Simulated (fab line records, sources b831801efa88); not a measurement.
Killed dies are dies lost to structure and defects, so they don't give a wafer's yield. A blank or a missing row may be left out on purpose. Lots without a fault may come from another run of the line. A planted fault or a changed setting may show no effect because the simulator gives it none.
Problem report in the 8D (eight disciplines) form, filled by code | flow sky130 | the parts of the form that need people (team, actions taken, sign-off) are left out

1. THE PROBLEM
run_length_s at SKY_SONOS_TUNNEL_WET_ETCH_10 reads a mean of 160 s on 6 wafers of 2 lots; wafers without a fault read 308 s with a standard deviation of 3.7. That is -40 standard deviations from the usual mean.
The step: etches SiO2 in dHF, target depth 14 nm, time 280 s.
First seen on wafer L727.1, day 14 22:46, on wet_bench-01. The record holds 42 wafers of 14 lots with a number at this step. Rule for "out", or "out of limits": more than 4 standard deviations from the usual mean. The other wafers with a number count as sound.

2. WHAT IT IS AND WHAT IT IS NOT
question                    | is                     | is not
which readings at this step | run_length_s           | -
which lots                  | L727, L729             | L716, L717, L718, L719, L720, L721, L724, L725, L730, L731, L734, L736
which wafers of those lots  | all that have a number | -
read on which tools         | wet_bench-01           | wet_bench-02, wet_bench-04
when                        | from day 14 22:46      | up to then (24 sound wafers); but 12 sound wafers of L730, L731, L734, L736 came after

3. SUSPECTS, AND WHAT RULES EACH OUT
Counting: a tool at a process step up to the reading stays a suspect if it ran every lot that is out and no sound lot after the first of them.
- wet_bench-01 at SKY_SONOS_TUNNEL_WET_ETCH_10 (etches SiO2 in dHF, target depth 14 nm, time 280 s): kept. It ran every lot that is out, first L727 (day 14 22:46), and no sound lot after that; its last sound lot up to then is L724 (day 14 02:16). Its own readings are out on those wafers: run_length_s.
Left after counting: wet_bench-01 at SKY_SONOS_TUNNEL_WET_ETCH_10.

4. THE CAUSE (what the simulator had put in)
Process parameter drift: wet_bench-01, from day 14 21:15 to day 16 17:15, at SKY_SONOS_TUNNEL_WET_ETCH_10. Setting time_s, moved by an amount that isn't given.
Counting left only this tool.

5. THE CHAIN OF EFFECTS, in route order
Each row: a reading whose mean over the struck wafers that have a number lies more than 3 standard deviations from the usual. Only readings for which the record gives a usual standard deviation are gone through. hours: the time from each lot's start at the first step in this table that gives one to its start at this step, as a median over the lots. sigmas: the change in usual standard deviations.
hours | step                         | reading      | usual | on struck wafers | change | sigmas
0     | SKY_SONOS_TUNNEL_WET_ETCH_10 | run_length_s | 308 s | 160              | -148   | -40
The process steps in it:
- SKY_SONOS_TUNNEL_WET_ETCH_10: etches SiO2 in dHF, target depth 14 nm, time 280 s.

6. WHAT WOULD HAVE CAUGHT IT SOONER
In this record the first reading out of limits was taken at day 14 22:46, 2 hours after the fault began at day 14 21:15.
